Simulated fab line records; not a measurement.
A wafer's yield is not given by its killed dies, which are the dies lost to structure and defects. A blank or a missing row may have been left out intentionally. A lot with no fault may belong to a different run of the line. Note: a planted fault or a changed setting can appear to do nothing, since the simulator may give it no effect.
Matching of chambers | flow sky130 | SKY_LI_CONTACT_HDPCVD_00 on hdpcvd-02 has 3 sister chambers
The step deposits PSG, target thk 930 nm, time 155 s. 6 wafers are shown with their chamber, then 7 later ones without.

## WAFERS PAIRED WITH THEIR CHAMBERS
wafer  | chamber | sih4-flow-sccm (sccm) | pressure-mtorr (mTorr)
L366.5 | 0       | 60.09                 | 5.990
L367.1 | 2       | 59.88                 | 6.019
L367.2 | 1       | 60.21                 | 5.984
L367.3 | 0       | 59.92                 | 5.996
L379.1 | 2       | 60.00                 | 5.989
L379.5 | 1       | 60.06                 | 6.004

## WAFERS WITHOUT THEIR CHAMBER
wafer  | sih4-flow-sccm (sccm) | pressure-mtorr (mTorr)
L379.6 | 60.08                 | 6.005
L383.3 | 60.10                 | 5.999
L383.4 | 59.91                 | 5.970
L383.5 | 60.17                 | 5.986
L384.2 | 59.84                 | 5.989
L384.4 | 60.15                 | 5.991
L384.5 | 59.97                 | 6.019

## WHICH CHAMBER EACH WENT THROUGH
wafer  | from the rows above          | in truth
L379.6 | can't be placed: 1 or 0 or 2 | 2
L383.3 | can't be placed: 1 or 0 or 2 | 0
L383.4 | can't be placed: 0 or 2 or 1 | 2
L383.5 | can't be placed: 1 or 0 or 2 | 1
L384.2 | can't be placed: 2 or 0 or 1 | 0
L384.4 | can't be placed: 1 or 0 or 2 | 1
L384.5 | can't be placed: 2 or 0 or 1 | 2
0 of 7 placed correctly. These rows do not allow placing 7 (true chamber among the candidates in 7). 0 placed wrongly.
How it was worked out, from the rows above alone: a wafer's distance from a chamber is the root of the sum, over the readings, of the square of ((its reading less the chamber's mean) divided by the reading's scatter). The wafer belongs to the nearest chamber; if the next one is less than 2 further off, it can't be placed. The mean given for a chamber averages the wafers shown for that chamber. The scatter: the root of (the sum of the squares of (reading less its chamber's mean) over the shown wafers, divided by (wafers less chambers)).
